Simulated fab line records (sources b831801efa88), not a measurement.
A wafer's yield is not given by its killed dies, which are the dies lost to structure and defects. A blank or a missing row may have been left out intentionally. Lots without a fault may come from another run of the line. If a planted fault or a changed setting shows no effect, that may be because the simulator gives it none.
Chamber matching | flow sky130 | SKY_LI_CONTACT_ETCH_14 on rie diel-04 has 4 sister chambers
The step etches BARC in N2/H2, stops on SiO2, time 45.9 s, target depth 60 nm. 8 wafers are shown with their chamber, then 10 later ones without.

## WAFERS PAIRED WITH THEIR CHAMBERS
wafer  | chamber | drypump motor current A (A) | h2 flow sccm (sccm)
L961.3 | 1       | 6.1                         | 199.8
L961.6 | 2       | 6.7                         | 200.6
L962.6 | 2       | 6.7                         | 199.6
L963.2 | 0       | 5.7                         | 200.4
L963.3 | 3       | 6.2                         | 200.1
L963.5 | 3       | 6.3                         | 200.5
L971.2 | 1       | 6.1                         | 199.3
L971.4 | 0       | 5.6                         | 201.0

## WAFERS MISSING THEIR CHAMBER
wafer  | drypump motor current A (A) | h2 flow sccm (sccm)
L971.5 | 5.7                         | 199.6
L974.1 | 6.1                         | 200.4
L974.2 | 6.7                         | 199.8
L974.5 | 6.7                         | 200.6
L975.4 | 5.6                         | 199.1
L975.5 | 6.7                         | 201.4
L975.6 | 6.1                         | 199.8
L977.2 | 5.6                         | 200.0
L977.3 | 6.1                         | 200.1
L977.6 | 5.6                         | 200.3

## WHICH CHAMBER EACH ONE RAN IN
wafer  | from the rows above     | in truth
L971.5 | 0                       | 0
L974.1 | can't be placed: 1 or 3 | 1
L974.2 | 2                       | 2
L974.5 | 2                       | 2
L975.4 | 0                       | 0
L975.5 | 2                       | 2
L975.6 | 1                       | 1
L977.2 | 0                       | 0
L977.3 | can't be placed: 1 or 3 | 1
L977.6 | 0                       | 0
Correctly placed: 8 of 10. Cannot be placed on the basis of these rows: 2; the candidates contain the true chamber in 2. 0 placed wrongly.
How it was worked out, from the rows above alone: a wafer's distance from a chamber is the root of the sum, over the readings, of the square of ((its reading less the chamber's mean) divided by the reading's scatter). The wafer belongs to the nearest chamber; if the next one is less than 2 further off, it can't be placed. For every chamber, the mean is computed from those of its wafers that are shown. How the scatter is found: for the shown wafers, subtract from each reading the mean of its chamber, square and add these, divide the total by (wafers less chambers), then take the root.
